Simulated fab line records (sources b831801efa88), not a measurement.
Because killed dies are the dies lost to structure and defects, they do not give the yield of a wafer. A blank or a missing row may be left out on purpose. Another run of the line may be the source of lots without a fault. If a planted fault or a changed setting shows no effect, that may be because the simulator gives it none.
fab line records	flow sky130
record lots=7	wafers=21	last_day=50
route steps=708 shown PWDE@53 NWELL@56 PAD_OPEN@708
lots that met no fault: taken from a fault-free run of the same line
start_h: hours from the record's opening day to when the first of the lot's shown wafers began	wait_h: hours since the lot's step before	" the same as in the row above	L1.1+2: a row that stands for several wafers	- no value, or no start was given	* or withheld: withheld	< > ~ a bound
route shown NAME@n: a module of which the file shows steps, and the number in the route of the first	usual: mean/standard deviation taken from wafers without a fault	same: alike in all rows	chamber/n: place in a boat	sites: the reading at each site	_std_site: standard deviation across them	_edge_site: outer sites' mean less inner sites'	radius_mm: how far each site lies from the wafer's centre	mask NAME#n: copy n	behind: the most recent tool/chamber to have shaped the wafer	hold: why the lot went on hold/how many hours it stayed there/how the hold came to an end	device: transistor that didn't switch, given as n, p or np	end of line: at the end of the route, the tests of the same wafers	a step given without rows: its recipe and nothing more	killed: dies that structure and defects cost at the first sort, which is not the same as the wafer's yield	map: shows each die of a wafer: x if killed, . if not, _ if none is there
set.NAME: the setting as run; set.NAME@STEP: as run at that earlier step	model.NAME: the simulator's own value behind a step, which no gauge read
lots at selected steps of the route; one table per step, one row per wafer
services: a tool's chamber out of use, with start hour (start_h, from the record's first day; less than 0 if before it), hours out, and reason
## steps
# step SKY_PWDE_IMPLANT_08
# recipe species=B	energy_kev=150	dose_cm2=3.534e+12	tilt_deg=withheld
# step SKY_PWDE_STRIP_09
# recipe chemistry=O2/N2	power_w=1400	pressure_mtorr=1500	platen_temp_c=withheld	o2_flow_sccm=3000	n2_flow_sccm=300	overash_fraction=0.5
# usual drypump_motor_current_A=5.6/0.33	o2_flow_sccm=2999/9.9	oes_product_au=0.723/0.0041	strip_time_to_endpoint_s=36.91/0.087
lot.wafer	tool	chamber	start_h	wait_h	drypump_motor_current_A	o2_flow_sccm	oes_product_au	rf_hours_counter_h	strip_time_to_endpoint_s
L901.2	plasma_asher-03	0	79.80	0.1	5.7	3000	0.728	39	36.94
L901.5	"	1	"	"	6.1	2991	0.724	-	36.94
L901.6	"	0	"	"	5.7	3003	0.725	-	36.76
L905.1	plasma_asher-02	1	104.22	0.1	5.9	2999	0.723	41	37.10
L905.3	"	1	"	"	5.9	3008	0.718	-	37.08
L905.4	"	0	"	"	5.1	3018	0.726	-	37.02
L911.2	plasma_asher-03	1	137.22	0.1	6.1	3000	0.717	2	36.89
L911.3	"	0	"	"	5.7	3017	0.725	-	36.93
L911.5	"	0	"	"	5.7	3004	0.725	-	36.91
L913.2	plasma_asher-03	0	155.55	0.1	5.7	2995	0.727	4	37.00
L913.5	"	0	"	"	5.7	2991	0.718	-	37.11
L913.6	"	1	"	"	6.0	2992	0.721	-	37.05
L917.2	plasma_asher-01	1	172.00	0.1	5.2	3007	0.725	46	36.84
L917.3	"	1	"	"	5.2	3005	0.719	-	36.84
L917.4	"	0	"	"	5.5	3015	0.724	-	36.89
L919.1	plasma_asher-01	0	183.05	0.1	5.6	2990	0.722	47	36.74
L919.2	"	1	"	"	5.2	3001	0.720	47	36.79
L919.5	"	0	"	"	5.6	2998	0.720	-	36.75
L920.1	plasma_asher-01	1	189.62	0.1	5.2	2982	0.719	48	36.85
L920.4	"	1	"	"	5.2	2997	0.724	-	36.92
L920.5	"	1	"	"	5.2	2992	0.722	-	36.93
# step SKY_PWDE_TW_MEAS_10
# usual PWDE_TW=370.2/2.6
lot.wafer	tool	chamber	start_h	wait_h	PWDE_TW
L901.2	film_metro-03	-	79.91	0.1	368.0
L901.5	"	-	"	"	366.9
L901.6	"	-	"	"	370.9
L905.1	film_metro-01	-	104.32	0.1	370.5
L905.3	"	-	"	"	370.2
L905.4	"	-	"	"	369.6
L911.2	film_metro-01	-	137.33	0.1	372.0
L911.3	"	-	"	"	371.8
L911.5	"	-	"	"	371.5
L913.2	film_metro-02	-	155.66	0.1	373.3
L913.5	"	-	"	"	371.4
L913.6	"	-	"	"	373.4
L917.2	film_metro-01	-	172.11	0.1	369.5
L917.3	"	-	"	"	370.2
L917.4	"	-	"	"	368.6
L919.1	film_metro-02	-	183.15	0.1	372.5
L919.2	"	-	"	"	372.1
L919.5	"	-	"	"	373.2
L920.1	film_metro-03	-	189.72	0.1	367.2
L920.4	"	-	"	"	366.9
L920.5	"	-	"	"	367.5
# step SKY_NWELL_DEHYDRATE_03
# recipe temp_c=200	time_s=60
# step SKY_NWELL_HMDS_04
# recipe prime_time_s=60	prime_temp_c=120
# step SKY_NWELL_COAT_05
# recipe spin_rpm=2000	resist_thk_nm=3000
# step SKY_NWELL_SOFTBAKE_06
# recipe temp_c=110	time_s=withheld
# step SKY_NWELL_EXPOSE_07
# recipe mask_id=NWM	na=0.6	source_shape=conventional	sigma_outer=0.6	polarization=unpolarized	target_cd_nm=840	dose_mj=255
# step SKY_NWELL_PEB_08
# recipe temp_c=115	time_s=withheld
# step SKY_NWELL_DEVELOP_09
# recipe wall_angle_deg=90	developer=TMAH	develop_time_s=60	dev_temp_c=23
# step SKY_NWELL_OVL_MEAS_10
# usual NWELL_00_OVL=1.0/1.7
lot.wafer	tool	chamber	start_h	wait_h	NWELL_00_OVL[nm]
L901.2	overlay-02	-	97.19	-	-0.8
L901.5	"	-	"	"	0.2
L901.6	"	-	"	"	-0.2
L905.1	overlay-01	-	122.43	-	1.0
L905.3	"	-	"	"	1.2
L905.4	"	-	"	"	-0.5
L911.2	overlay-01	-	157.22	-	0.1
L911.3	"	-	"	"	1.4
L911.5	"	-	"	"	0.9
L913.2	overlay-01	-	176.02	-	0.8
L913.5	"	-	"	"	-0.1
L913.6	"	-	"	"	-1.1
L917.2	overlay-01	-	192.17	-	0.3
L917.3	"	-	"	"	-1.5
L917.4	"	-	"	"	-0.8
L919.1	overlay-02	-	204.48	-	5.5
L919.2	"	-	"	"	4.9
L919.5	"	-	"	"	4.2
L920.1	overlay-02	-	211.13	-	4.4
L920.4	"	-	"	"	2.4
L920.5	"	-	"	"	3.6
# step SKY_NWELL_IMPLANT_11
# recipe species=P	energy_kev=400	dose_cm2=1.9e+13	tilt_deg=withheld
# step SKY_NWELL_IMPLANT_12
# recipe species=P	energy_kev=120	dose_cm2=1.3e+12	tilt_deg=withheld
# usual dose_ions_cm2=1.3005e+12/1.4e+09
lot.wafer	tool	chamber	start_h	wait_h	dose_ions_cm2
L901.2	implanter-01	0	97.40	0.1	1.303e+12
L901.5	"	0	"	"	1.3009e+12
L901.6	"	0	"	"	1.2998e+12
L905.1	implanter-01	0	122.61	0.1	1.3021e+12
L905.3	"	0	"	"	1.3009e+12
L905.4	"	0	"	"	1.3011e+12
L905.1	implanter-01	0	122.93	0.3	1.3008e+12
L905.3	"	0	"	"	1.3008e+12
L905.4	"	0	"	"	1.3011e+12
L911.2	implanter-03	0	157.43	0.1	1.2992e+12
L911.3	"	0	"	"	1.2992e+12
L911.5	"	0	"	"	1.3012e+12
L911.2	implanter-03	0	157.75	0.3	1.3003e+12
L911.3	"	0	"	"	1.2998e+12
L911.5	"	0	"	"	1.3021e+12
L913.2	implanter-04	0	176.23	0.1	1.299e+12
L913.5	"	0	"	"	1.2985e+12
L913.6	"	0	"	"	1.3027e+12
L913.2	implanter-04	0	176.55	0.3	1.2983e+12
L913.5	"	0	"	"	1.301e+12
L913.6	"	0	"	"	1.3003e+12
L917.2	implanter-03	0	192.38	0.1	1.3015e+12
L917.3	"	0	"	"	1.3009e+12
L917.4	"	0	"	"	1.3044e+12
L919.1	implanter-04	0	204.66	0.1	1.2986e+12
L919.2	"	0	"	"	1.3004e+12
L919.5	"	0	"	"	1.2994e+12
L920.1	implanter-01	0	211.31	0.1	1.2994e+12
L920.4	"	0	"	"	1.3001e+12
L920.5	"	0	"	"	1.3009e+12
# step SKY_NWELL_IMPLANT_13
# recipe species=P	energy_kev=50	dose_cm2=7e+11	tilt_deg=withheld
# step SKY_NWELL_STRIP_14
# recipe chemistry=O2/N2	power_w=1400	pressure_mtorr=1500	platen_temp_c=withheld	o2_flow_sccm=3000	n2_flow_sccm=300	overash_fraction=0.5
# usual drypump_motor_current_A=5.42/0.3	o2_flow_sccm=3000/9.1	oes_product_au=0.722/0.0044	strip_time_to_endpoint_s=36.91/0.096
lot.wafer	tool	chamber	start_h	wait_h	drypump_motor_current_A	o2_flow_sccm	oes_product_au	rf_hours_counter_h	strip_time_to_endpoint_s
L901.2	plasma_asher-01	1	97.67	0.1	5.19	2988	0.725	41	37.00
L901.5	"	0	"	"	5.56	2992	0.728	-	37.11
L901.6	"	1	"	"	5.22	2988	0.717	-	37.09
L905.1	plasma_asher-01	1	123.23	0.1	5.24	3010	0.717	44	36.97
L905.3	"	1	"	"	5.23	2994	0.717	-	36.95
L905.4	"	0	"	"	5.56	2992	0.723	-	36.90
L911.2	plasma_asher-02	0	158.02	0.1	5.13	2997	0.723	46	36.84
L911.3	"	1	"	"	5.89	3018	0.723	-	36.88
L911.5	"	0	"	"	5.14	3001	0.723	-	37.02
L913.2	plasma_asher-02	1	176.82	0.1	5.87	2990	0.722	49	36.94
L913.5	"	0	"	"	5.11	3003	0.726	-	36.92
L913.6	"	1	"	"	5.88	2987	0.736	-	36.85
L917.2	plasma_asher-02	1	192.65	0.1	5.87	3016	0.723	51	36.75
L917.3	"	0	"	"	5.15	3003	0.721	-	36.77
L917.4	"	1	"	"	5.90	3023	0.719	-	36.81
L919.1	plasma_asher-04	1	204.96	0.1	5.64	2991	0.719	40	36.71
L919.2	"	0	"	"	5.09	2997	0.724	40	36.84
L919.5	"	1	"	"	5.66	2993	0.730	-	36.87
L920.1	plasma_asher-02	1	211.61	0.1	5.88	3015	0.723	52	36.82
L920.4	"	0	"	"	5.14	2990	0.721	-	36.82
L920.5	"	0	"	"	5.19	3003	0.713	-	36.86
# step SKY_NWELL_TW_MEAS_15
# usual NWELL_TW=1817/10
lot.wafer	tool	chamber	start_h	wait_h	NWELL_TW
L901.2	film_metro-01	-	97.78	0.1	1809
L901.5	"	-	"	"	1808
L901.6	"	-	"	"	1808
L905.1	film_metro-02	-	123.33	0.1	1855
L905.3	"	-	"	"	1848
L905.4	"	-	"	"	1844
L911.2	film_metro-02	-	158.13	0.1	1836
L911.3	"	-	"	"	1849
L911.5	"	-	"	"	1846
L913.2	film_metro-01	-	176.93	0.1	1843
L913.5	"	-	"	"	1833
L913.6	"	-	"	"	1822
L917.2	film_metro-02	-	192.76	0.1	1827
L917.3	"	-	"	"	1824
L917.4	"	-	"	"	1820
L919.1	film_metro-03	-	205.06	0.1	1810
L919.2	"	-	"	"	1817
L919.5	"	-	"	"	1809
L920.1	film_metro-02	-	211.71	0.1	1836
L920.4	"	-	"	"	1824
L920.5	"	-	"	"	1833
# step SKY_NWELL_DEHYDRATE_16
# recipe temp_c=200	time_s=60
# step SKY_NWELL_HMDS_17
# recipe prime_time_s=60	prime_temp_c=120
# step SKY_NWELL_COAT_18
# recipe spin_rpm=2000	resist_thk_nm=3000
# step SKY_NWELL_SOFTBAKE_19
# recipe temp_c=110	time_s=withheld
# step SKY_NWELL_EXPOSE_20
# recipe mask_id=NWM_COMPLEMENT	na=0.6	source_shape=conventional	sigma_outer=0.6	polarization=unpolarized	target_cd_nm=840	dose_mj=260
# step SKY_NWELL_PEB_21
# recipe temp_c=115	time_s=withheld
# step SKY_NWELL_DEVELOP_22
# recipe wall_angle_deg=90	developer=TMAH	develop_time_s=60	dev_temp_c=23
# step SKY_NWELL_OVL_MEAS_23
# usual NWELL_01_OVL=0.6/1.2
lot.wafer	tool	chamber	start_h	wait_h	NWELL_01_OVL[nm]
L901.2	overlay-02	-	115.70	-	1.8
L901.5	"	-	"	"	2.3
L901.6	"	-	"	"	0.4
L905.1	overlay-02	-	142.59	-	1.9
L905.3	"	-	"	"	2.8
L905.4	"	-	"	"	1.3
L911.2	overlay-02	-	178.64	-	2.5
L911.3	"	-	"	"	1.7
L911.5	"	-	"	"	1.2
L913.2	overlay-01	-	195.12	-	-1.2
L913.5	"	-	"	"	-0.7
L913.6	"	-	"	"	-0.9
L917.2	overlay-01	-	215.77	-	0.1
L917.3	"	-	"	"	-1.1
L917.4	"	-	"	"	0.6
L919.1	overlay-02	-	226.68	-	0.8
L919.2	"	-	"	"	0.6
L919.5	"	-	"	"	1.4
L920.1	overlay-01	-	234.59	-	1.9
L920.4	"	-	"	"	0.4
L920.5	"	-	"	"	-0.3
# step SKY_NWELL_IMPLANT_24
# recipe species=B	energy_kev=137.9	dose_cm2=9.2e+12	tilt_deg=withheld
# step SKY_NWELL_STRIP_25
# recipe chemistry=O2/N2	power_w=1400	pressure_mtorr=1500	platen_temp_c=withheld	o2_flow_sccm=3000	n2_flow_sccm=300	overash_fraction=0.5
# usual drypump_motor_current_A=5.40/0.29	o2_flow_sccm=2999/8.4	oes_product_au=0.722/0.0042	strip_time_to_endpoint_s=36.90/0.093
lot.wafer	tool	chamber	start_h	wait_h	drypump_motor_current_A	o2_flow_sccm	oes_product_au	rf_hours_counter_h	strip_time_to_endpoint_s
L901.2	plasma_asher-02	1	115.88	0.1	5.87	3002	0.722	42	36.93
L901.5	"	0	"	"	5.13	2997	0.725	-	36.98
L901.6	"	1	"	"	5.87	2983	0.731	-	37.02
L905.1	plasma_asher-04	0	142.77	0.1	5.09	2991	0.719	33	36.84
L905.3	"	1	"	"	5.63	2994	0.722	-	36.90
L905.4	"	0	"	"	5.09	3000	0.717	-	36.92
L911.2	plasma_asher-04	0	178.82	0.1	5.09	2986	0.724	37	36.82
L911.3	"	0	"	"	5.12	2988	0.724	-	36.86
L911.5	"	1	"	"	5.66	3007	0.732	-	36.89
L913.2	plasma_asher-04	0	195.30	0.1	5.12	2992	0.726	39	36.92
L913.5	"	0	"	"	5.11	3002	0.718	-	36.88
L913.6	"	1	"	"	5.64	3007	0.714	-	36.81
L917.2	plasma_asher-01	1	215.95	0.1	5.19	2998	0.726	50	36.91
L917.3	"	0	"	"	5.58	2994	0.719	-	36.98
L917.4	"	1	"	"	5.20	2991	0.731	-	36.92
L919.1	plasma_asher-02	1	226.86	0.1	5.87	3011	0.723	54	36.92
L919.2	"	0	"	"	5.14	3003	0.729	54	36.91
L919.5	"	1	"	"	5.87	2988	0.719	-	36.89
L920.1	plasma_asher-04	0	234.77	0.1	5.05	2998	0.720	43	37.08
L920.4	"	0	"	"	5.06	2990	0.721	-	36.93
L920.5	"	0	"	"	5.06	2992	0.725	-	36.90
# step SKY_NWELL_TW_MEAS_26
# usual NWELL_2_TW=495/3.5
lot.wafer	tool	chamber	start_h	wait_h	NWELL_2_TW
L901.2	film_metro-01	-	115.99	0.1	498
L901.5	"	-	"	"	497
L901.6	"	-	"	"	496
L905.1	film_metro-01	-	142.87	0.1	497
L905.3	"	-	"	"	495
L905.4	"	-	"	"	494
L911.2	film_metro-01	-	178.93	0.1	493
L911.3	"	-	"	"	492
L911.5	"	-	"	"	494
L913.2	film_metro-02	-	195.41	0.1	499
L913.5	"	-	"	"	500
L913.6	"	-	"	"	501
L917.2	film_metro-03	-	216.06	0.1	491
L917.3	"	-	"	"	490
L917.4	"	-	"	"	491
L919.1	film_metro-02	-	226.96	0.1	494
L919.2	"	-	"	"	497
L919.5	"	-	"	"	495
L920.1	film_metro-03	-	234.87	0.1	491
L920.4	"	-	"	"	491
L920.5	"	-	"	"	493
# step SKY_NWELL_CLEAN_27
# recipe chemistry=SC1/SC2	mix=1:4:20	temp_c=70	time_s=150	dry=n2_spin
# step SKY_NWELL_RTA_28
# recipe temp_c=1050	time_s=30	idle_temp_c=650	ramp_up_c_per_s=150	ramp_down_c_per_s=90	ambient=N2
# usual lamp_power_pct=25.31/0.052	ramp_down_c_per_s=90.000/0.017	wafer_temp_C_max=1055.0/1
lot.wafer	tool	chamber	start_h	wait_h	lamp_power_pct	ramp_down_c_per_s	wafer_temp_C_max
L901.2	rtp_anneal-02	0	116.11	0.0	25.30	89.972	1054.4
L901.5	"	0	"	"	25.37	90.011	1053.9
L901.6	"	0	"	"	25.32	89.983	1054.6
L905.1	rtp_anneal-01	0	142.98	0.0	25.40	90.006	1055.0
L905.3	"	0	"	"	25.37	89.993	1054.1
L905.4	"	0	"	"	25.39	90.003	1055.6
L911.2	rtp_anneal-02	0	179.05	0.0	25.39	90.010	1053.7
L911.3	"	0	"	"	25.26	90.009	1056.5
L911.5	"	0	"	"	25.27	90.013	1054.5
L913.2	rtp_anneal-02	0	195.53	0.0	25.21	90.004	1055.5
L913.5	"	0	"	"	25.28	90.015	1053.4
L913.6	"	0	"	"	25.33	90.002	1054.9
L917.2	rtp_anneal-02	0	216.18	0.0	25.33	90.003	1053.7
L917.3	"	0	"	"	25.34	89.992	1053.9
L917.4	"	0	"	"	25.39	90.004	1054.4
L919.1	rtp_anneal-01	0	227.07	0.0	25.34	89.983	1053.6
L919.2	"	0	"	"	25.29	89.997	1054.0
L919.5	"	0	"	"	25.26	90.022	1054.7
L920.1	rtp_anneal-02	0	234.99	0.0	25.33	90.011	1055.5
L920.4	"	0	"	"	25.34	89.991	1056.5
L920.5	"	0	"	"	25.37	90.002	1054.7
# step SKY_NWELL_RS_MEAS_29
# recipe thk_meas_gauge=four-point-probe
# usual NWELL_RS=625.1/1.6
lot.wafer	tool	chamber	start_h	wait_h	NWELL_RS[ohm/sq]
L901.2	film_metro-03	-	116.21	0.1	623.8
L901.5	"	-	"	"	623.2
L901.6	"	-	"	"	624.0
L905.1	film_metro-01	-	143.08	0.1	594.1
L905.3	"	-	"	"	593.0
L905.4	"	-	"	"	593.8
L911.2	film_metro-01	-	179.15	0.1	595.8
L911.3	"	-	"	"	596.1
L911.5	"	-	"	"	595.3
L913.2	film_metro-01	-	195.63	0.1	595.7
L913.5	"	-	"	"	594.2
L913.6	"	-	"	"	594.6
L917.2	film_metro-01	-	216.28	0.1	625.7
L917.3	"	-	"	"	625.4
L917.4	"	-	"	"	627.6
L919.1	film_metro-01	-	227.17	0.1	623.7
L919.2	"	-	"	"	623.4
L919.5	"	-	"	"	622.4
L920.1	film_metro-01	-	235.09	0.1	624.3
L920.4	"	-	"	"	624.8
L920.5	"	-	"	"	626.1
# step SKY_PAD_OPEN_PROBE_99
# usual killed_at_M0_to_M3=44/7.3	killed_at_M4_up=3.3/1.8	killed_at_contacts=24/5.3	killed_at_front_end=16/5	killed_at_other=0.2/0.51	killed_dies=87/10	killed_open=47/7.5	killed_short=40/6.3
# same gross_dies=492	killed_at_back_side=0
lot.wafer	tool	chamber	start_h	wait_h	killed_at_M0_to_M3	killed_at_M4_up	killed_at_contacts	killed_at_front_end	killed_at_other	killed_dies	killed_open	killed_short	model.etest.nfet_16v.r_on_ohm_um	model.etest.pfet_16v.r_on_ohm_um	model.etest.pfet_g5v0d10v5.r_on_ohm_um	model.etest.tip_p.rs_ohm_sq	model.etest.tip_p_5v.rs_ohm_sq	model.etest.pfet_01v8.r_on_ohm_um	model.etest.pfet_g5v0d10v5.drive_ua_um	model.etest.pfet_01v8_lvt.drive_ua_um
L901.2	prober-02	-	1094.30	0.1	54	3	23	15	0	95	55	40	1.495e+04	1.689e+04	5108	6924	2838	3048	311.5	171.6
L901.5	prober-02	-	1094.45	0.2	53	2	30	11	1	97	52	45	1.484e+04	1.552e+04	5150	6963	2858	3056	310.7	170.8
L901.6	prober-02	-	1094.50	0.2	30	1	33	14	1	79	36	43	1.466e+04	1.562e+04	4963	6950	2845	2897	322.3	174.4
L905.1	prober-01	-	1121.29	0.1	37	5	28	15	0	85	46	39	1.379e+04	1.638e+04	5446	7238	3114	3121	284	145.1
L905.3	prober-01	-	1121.39	0.2	36	5	19	10	0	70	42	28	1.368e+04	1.585e+04	5392	7232	3112	3006	284.1	146.5
L905.4	prober-01	-	1121.44	0.2	31	1	21	17	0	70	37	33	1.377e+04	1.616e+04	5437	7198	3117	2978	281.8	146.7
L911.2	prober-02	-	1155.45	0.1	47	2	20	15	2	86	50	36	1.417e+04	1.616e+04	5414	7200	3052	3038	285.7	147.6
L911.3	prober-02	-	1155.50	0.2	51	3	18	16	0	88	51	37	1.406e+04	1.593e+04	5520	7156	3028	3080	283.6	147.3
L911.5	prober-02	-	1155.60	0.2	40	3	21	19	0	83	48	35	1.422e+04	1.627e+04	5544	7212	3035	3070	282.1	146.7
L913.2	prober-02	-	1167.50	0.1	44	4	22	14	2	86	46	39	1.357e+04	1.581e+04	5449	7231	3116	3181	280.1	142.2
L913.5	prober-02	-	1167.65	0.2	38	3	22	21	1	85	43	42	1.357e+04	1.669e+04	5436	7235	3105	3091	281.8	145
L913.6	prober-02	-	1167.70	0.2	58	3	20	16	0	97	56	41	1.343e+04	1.59e+04	5427	7288	3106	3122	286.5	143.4
L917.2	prober-02	-	1182.31	0.1	40	2	29	11	0	82	46	36	1.436e+04	1.522e+04	4944	6945	2882	2968	324	173
L917.3	prober-02	-	1182.36	0.2	45	3	20	16	0	84	48	36	1.436e+04	1.532e+04	4958	6992	2872	2963	320.6	171
L917.4	prober-02	-	1182.41	0.2	35	9	27	13	0	84	44	40	1.444e+04	1.546e+04	4929	6930	2861	3056	325.7	169.3
L919.1	prober-02	-	1194.61	0.1	37	1	22	14	0	74	46	28	1.438e+04	1.565e+04	5039	6835	2905	2899	318.4	169
L919.2	prober-02	-	1194.66	0.1	44	2	30	24	0	100	53	47	1.426e+04	1.507e+04	4928	6886	2901	2839	324.5	171.6
L919.5	prober-02	-	1194.81	0.2	38	3	26	18	0	85	54	31	1.448e+04	1.541e+04	4978	6843	2927	2891	317.8	169.4
L920.1	prober-01	-	1199.89	0.1	41	3	17	7	0	68	37	31	1.465e+04	1.588e+04	4847	6734	2864	2891	329	175.8
L920.4	prober-01	-	1200.04	0.2	40	5	21	12	0	78	38	40	1.461e+04	1.558e+04	4946	6783	2870	2945	321.1	174
L920.5	prober-01	-	1200.09	0.2	46	4	30	10	0	90	53	37	1.463e+04	1.588e+04	4921	6827	2853	2964	326.1	173.3
# killed by level:class
L901.2 VIA1:geometric_particle:open=11 CONTACT:geometric_particle:open=11 VIA2:geometric_particle:open=10 METAL1:geometric_particle:short=9 LI_CONTACT:geometric_particle:open=7 METAL2:geometric_particle:short=6 VIA3:geometric_particle:open=6 POLY_GATE:geometric_particle:short=4
L901.5 VIA1:geometric_particle:open=14 LI_CONTACT:geometric_particle:open=10 VIA3:geometric_particle:open=8 CONTACT:geometric_particle:open=8 VIA3:geometric_particle:short=7 VIA2:geometric_particle:open=6 CONTACT:geometric_particle:short=5 METAL2:geometric_particle:short=5
L901.6 CONTACT:geometric_particle:short=12 LI_CONTACT:geometric_particle:open=8 CONTACT:geometric_particle:open=8 METAL1:geometric_particle:short=8 VIA2:geometric_particle:open=6 VIA1:geometric_particle:open=5 FIELD_ISO:geometric_particle:open=4 POLY_GATE:geometric_particle:short=4
L905.1 CONTACT:geometric_particle:open=10 CONTACT:geometric_particle:short=8 VIA1:geometric_particle:open=7 VIA3:geometric_particle:open=7 LI_CONTACT:geometric_particle:open=6 POLY_GATE:geometric_particle:short=4 METAL1:geometric_particle:short=4 VIA1:geometric_particle:short=4
L905.3 VIA1:geometric_particle:open=11 CONTACT:geometric_particle:open=8 VIA2:geometric_particle:open=7 METAL4:geometric_particle:short=5 LI_CONTACT:geometric_particle:short=4 LI_CONTACT:geometric_particle:open=4 METAL1:geometric_particle:short=4 VIA3:geometric_particle:open=4
L905.4 POLY_GATE:geometric_particle:open=7 CONTACT:geometric_particle:open=7 VIA1:geometric_particle:open=6 CONTACT:geometric_particle:short=5 VIA3:geometric_particle:open=5 METAL1:geometric_particle:short=4 METAL2:geometric_particle:short=3 LI_CONTACT:geometric_particle:open=3
L911.2 VIA3:geometric_particle:open=10 VIA1:geometric_particle:open=9 LI_CONTACT:geometric_particle:open=7 CONTACT:geometric_particle:open=7 FIELD_ISO:geometric_particle:short=5 VIA1:geometric_particle:short=5 METAL2:geometric_particle:short=5 VIA3:geometric_particle:short=4
L911.3 VIA1:geometric_particle:open=13 FIELD_ISO:geometric_particle:open=7 METAL2:geometric_particle:short=7 VIA2:geometric_particle:open=6 VIA3:geometric_particle:open=6 METAL1:geometric_particle:short=6 CONTACT:geometric_particle:open=5 LI_CONTACT:geometric_particle:open=4
L911.5 VIA1:geometric_particle:open=16 POLY_GATE:geometric_particle:short=7 CONTACT:geometric_particle:open=7 LI_CONTACT:geometric_particle:open=6 LOCAL_INTERCONNECT:geometric_particle:short=6 VIA2:geometric_particle:open=5 VIA3:geometric_particle:open=5 FIELD_ISO:geometric_particle:short=4
L913.2 VIA3:geometric_particle:open=10 VIA1:geometric_particle:open=8 VIA3:geometric_particle:short=7 LI_CONTACT:geometric_particle:open=6 CONTACT:geometric_particle:open=6 METAL1:geometric_particle:short=6 VIA2:geometric_particle:open=4 FIELD_ISO:geometric_particle:open=3
L913.5 VIA1:geometric_particle:open=9 LI_CONTACT:geometric_particle:open=7 CONTACT:geometric_particle:open=7 POLY_GATE:geometric_particle:short=6 METAL1:geometric_particle:short=6 FIELD_ISO:geometric_particle:short=5 POLY_GATE:geometric_particle:open=5 VIA3:geometric_particle:short=4
L913.6 VIA1:geometric_particle:open=13 CONTACT:geometric_particle:open=9 VIA3:geometric_particle:open=8 METAL1:geometric_particle:short=7 VIA1:geometric_particle:short=7 VIA2:geometric_particle:open=7 METAL2:geometric_particle:short=7 FIELD_ISO:geometric_particle:open=5
L917.2 VIA1:geometric_particle:open=11 LI_CONTACT:geometric_particle:open=9 CONTACT:geometric_particle:open=9 CONTACT:geometric_particle:short=7 VIA3:geometric_particle:short=6 FIELD_ISO:geometric_particle:short=4 FIELD_ISO:geometric_particle:open=4 VIA2:geometric_particle:short=4
L917.3 VIA2:geometric_particle:open=12 METAL1:geometric_particle:short=8 LOCAL_INTERCONNECT:geometric_particle:short=7 VIA1:geometric_particle:open=7 FIELD_ISO:geometric_particle:open=6 CONTACT:geometric_particle:open=6 LI_CONTACT:geometric_particle:open=5 METAL2:geometric_particle:short=4
L917.4 CONTACT:geometric_particle:open=12 VIA1:geometric_particle:open=8 VIA3:geometric_particle:open=6 LI_CONTACT:geometric_particle:short=6 LI_CONTACT:geometric_particle:open=5 VIA2:geometric_particle:open=5 METAL4:geometric_particle:short=5 FIELD_ISO:geometric_particle:short=4
L919.1 CONTACT:geometric_particle:open=14 VIA1:geometric_particle:open=12 FIELD_ISO:geometric_particle:open=9 VIA2:geometric_particle:open=5 CONTACT:geometric_particle:short=4 METAL1:geometric_particle:short=4 METAL2:geometric_particle:short=4 VIA3:geometric_particle:open=3
L919.2 CONTACT:geometric_particle:open=10 VIA1:geometric_particle:short=8 LI_CONTACT:geometric_particle:open=8 POLY_GATE:geometric_particle:open=7 VIA1:geometric_particle:open=7 VIA3:geometric_particle:open=7 METAL2:geometric_particle:short=6 FIELD_ISO:geometric_particle:short=5
L919.5 VIA1:geometric_particle:open=14 CONTACT:geometric_particle:open=13 VIA2:geometric_particle:open=9 POLY_GATE:geometric_particle:open=7 METAL2:geometric_particle:short=7 FIELD_ISO:geometric_particle:short=5 LI_CONTACT:geometric_particle:open=4 LOCAL_INTERCONNECT:geometric_particle:short=4
L920.1 CONTACT:geometric_particle:open=7 METAL2:geometric_particle:short=7 METAL1:geometric_particle:short=6 VIA1:geometric_particle:open=6 CONTACT:geometric_particle:short=4 VIA2:geometric_particle:open=4 VIA3:geometric_particle:open=4 FIELD_ISO:geometric_particle:open=3
L920.4 VIA3:geometric_particle:open=10 CONTACT:geometric_particle:open=7 VIA1:geometric_particle:open=7 METAL1:geometric_particle:short=6 FIELD_ISO:geometric_particle:short=5 LI_CONTACT:geometric_particle:open=5 LOCAL_INTERCONNECT:geometric_particle:short=5 METAL2:geometric_particle:short=5
L920.5 CONTACT:geometric_particle:open=11 VIA3:geometric_particle:open=9 VIA1:geometric_particle:open=8 LI_CONTACT:geometric_particle:open=7 VIA2:geometric_particle:open=7 LOCAL_INTERCONNECT:geometric_particle:short=6 VIA1:geometric_particle:short=6 FIELD_ISO:geometric_particle:open=5
## services
tool	chamber	start_h	hours	kind
implanter-03	-	71.24	4.4	repair
implanter-04	-	85.88	1.2	repair
plasma_asher-04	-	88.64	0.7	repair
plasma_asher-03	-	104.93	4.3	pm
plasma_asher-03	-	109.26	9.0	pm
plasma_asher-03	0	109.26	9.0	vent_cycle
plasma_asher-03	1	109.26	9.0	vent_cycle
plasma_asher-03	0	118.26	-	clean
plasma_asher-03	1	118.26	-	clean
plasma_asher-02	-	123.66	3.7	repair
implanter-01	-	127.46	2.6	pm
implanter-04	-	134.91	4.1	repair
plasma_asher-01	-	145.38	26.5	repair
plasma_asher-03	-	161.29	8.1	repair
implanter-04	-	170.52	3.4	repair
implanter-03	-	181.10	3.9	pm
plasma_asher-02	-	197.02	3.7	repair
plasma_asher-04	-	210.57	2.8	pm
implanter-01	-	213.21	3.8	repair
plasma_asher-02	-	219.82	1.9	repair
implanter-03	-	230.54	2.4	pm
implanter-04	-	234.87	3.2	pm
## key
first_sign step=SKY_NWELL_IMPLANT_12	reading=visit	direction=added
effect step=SKY_NWELL_TW_MEAS_15	reading=NWELL_TW	direction=up	sigmas=2.5	usual=1817	struck=1842	wafers_moved=6
effect step=SKY_NWELL_RS_MEAS_29	reading=NWELL_RS	direction=down	sigmas=19	usual=625.1	struck=594.7
model_effect step=SKY_PAD_OPEN_PROBE_99	value=etest.nfet_16v.r_on_ohm_um	without=1.457e+04	struck=1.381e+04
met_at SKY_NWELL_IMPLANT_12
struck_wafers L905.1,L905.3,L905.4,L911.2,L911.3,L911.5,L913.2,L913.5,L913.6
tester_left_out L905,L911,L913
fault kind=repeated_step_whole	tool=implanter-01,implanter-03,implanter-04	chamber=-	onset_h=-	steps=SKY_NWELL_IMPLANT_12	times=1	scope=struck_lots_only
# tester_left_out: of these lots the tester's yield and bins aren't shown, on N5 and GAA mostly nor the transistor test; their killed dies are dies lost to structure and defects alone, not to doping, threshold or leakage, so they don't give the yield
